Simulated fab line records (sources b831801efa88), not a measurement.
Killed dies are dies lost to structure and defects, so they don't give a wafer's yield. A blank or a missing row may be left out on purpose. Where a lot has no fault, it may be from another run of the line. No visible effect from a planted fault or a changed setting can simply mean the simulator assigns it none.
Chamber matching + flow sky130 + 4 sister chambers for SKY_VIA2_ETCH_14 on rieDiel-04
The step etches BARC in N2/H2, stops on SiO2, time 45.9 s, target depth 60 nm. 18 wafers are shown with their chamber, then 9 later ones without.

WAFERS, EACH WITH ITS CHAMBER
| wafer  | chamber | drypumpMotorCurrentA (A) | oesProductAu (a.u.) | biasW (W) |
|--------|---------|--------------------------|---------------------|-----------|
| L076.2 | 2       | 6.1                      | 0.857               | 100.0     |
| L076.3 | 1       | 6.7                      | 0.851               | 99.6      |
| L076.4 | 3       | 6.1                      | 0.854               | 99.8      |
| L080.3 | 3       | 6.1                      | 0.853               | 100.4     |
| L080.4 | 2       | 6.1                      | 0.853               | 100.0     |
| L080.6 | 0       | 6.1                      | 0.856               | 100.3     |
| L082.1 | 2       | 6.1                      | 0.858               | 100.2     |
| L082.2 | 1       | 6.7                      | 0.857               | 99.7      |
| L082.4 | 0       | 6.2                      | 0.857               | 99.6      |
| L084.1 | 0       | 6.1                      | 0.855               | 99.8      |
| L084.2 | 3       | 6.1                      | 0.856               | 100.3     |
| L084.3 | 1       | 6.7                      | 0.857               | 100.4     |
| L086.1 | 1       | 6.7                      | 0.842               | 99.9      |
| L086.5 | 2       | 6.1                      | 0.849               | 100.0     |
| L086.6 | 3       | 6.1                      | 0.860               | 99.4      |
| L087.4 | 2       | 6.1                      | 0.845               | 100.6     |
| L087.5 | 2       | 6.1                      | 0.863               | 100.5     |
| L087.6 | 3       | 6.1                      | 0.869               | 99.8      |

SIGNATURES, as means of the wafers listed above
| reading              | chamber 0 | chamber 1 | chamber 2 | chamber 3 | scatter within a chamber |
|----------------------|-----------|-----------|-----------|-----------|--------------------------|
| drypumpMotorCurrentA | 6.133     | 6.700     | 6.100     | 6.100     | 0.0218                   |
| oesProductAu         | 0.85600   | 0.85175   | 0.85417   | 0.85840   | 0.00618                  |
| biasW                | 99.900    | 99.900    | 100.217   | 99.940    | 0.346                    |
Rule: for each reading, subtract the chamber's mean from the wafer's reading, divide by that reading's scatter and square the result; add these up over the readings and take the root, which gives the wafer's distance from the chamber. The wafer belongs to the nearest chamber; if the next one is less than 2 further off, it can't be placed. How the scatter is found: for the shown wafers, subtract from each reading the mean of its chamber, square and add these, divide the total by (wafers less chambers), then take the root.

WAFERS WHOSE CHAMBER IS MISSING
| wafer  | drypumpMotorCurrentA (A) | oesProductAu (a.u.) | biasW (W) |
|--------|--------------------------|---------------------|-----------|
| L088.3 | 6.7                      | 0.853               | 100.3     |
| L088.5 | 6.7                      | 0.855               | 99.9      |
| L088.6 | 6.1                      | 0.858               | 99.8      |
| L089.2 | 6.1                      | 0.859               | 100.1     |
| L089.3 | 6.2                      | 0.845               | 100.2     |
| L089.5 | 6.1                      | 0.855               | 100.3     |
| L094.1 | 6.7                      | 0.850               | 100.3     |
| L094.2 | 6.1                      | 0.851               | 100.3     |
| L094.4 | 6.7                      | 0.848               | 100.1     |

CHAMBER TAKEN BY EACH
| wafer  | from the rows above          | in truth |
|--------|------------------------------|----------|
| L088.3 | 1                            | 1        |
| L088.5 | 1                            | 1        |
| L088.6 | can't be placed: 3 or 2 or 0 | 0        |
| L089.2 | can't be placed: 3 or 2 or 0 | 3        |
| L089.3 | can't be placed: 0 or 2 or 3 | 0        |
| L089.5 | can't be placed: 2 or 3 or 0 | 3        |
| L094.1 | 1                            | 1        |
| L094.2 | can't be placed: 2 or 3 or 0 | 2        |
| L094.4 | 1                            | 1        |
Correctly placed: 4 of 9. From these rows, 5 cannot be placed; in 5 the true chamber is one of the candidates. 0 placed wrongly.
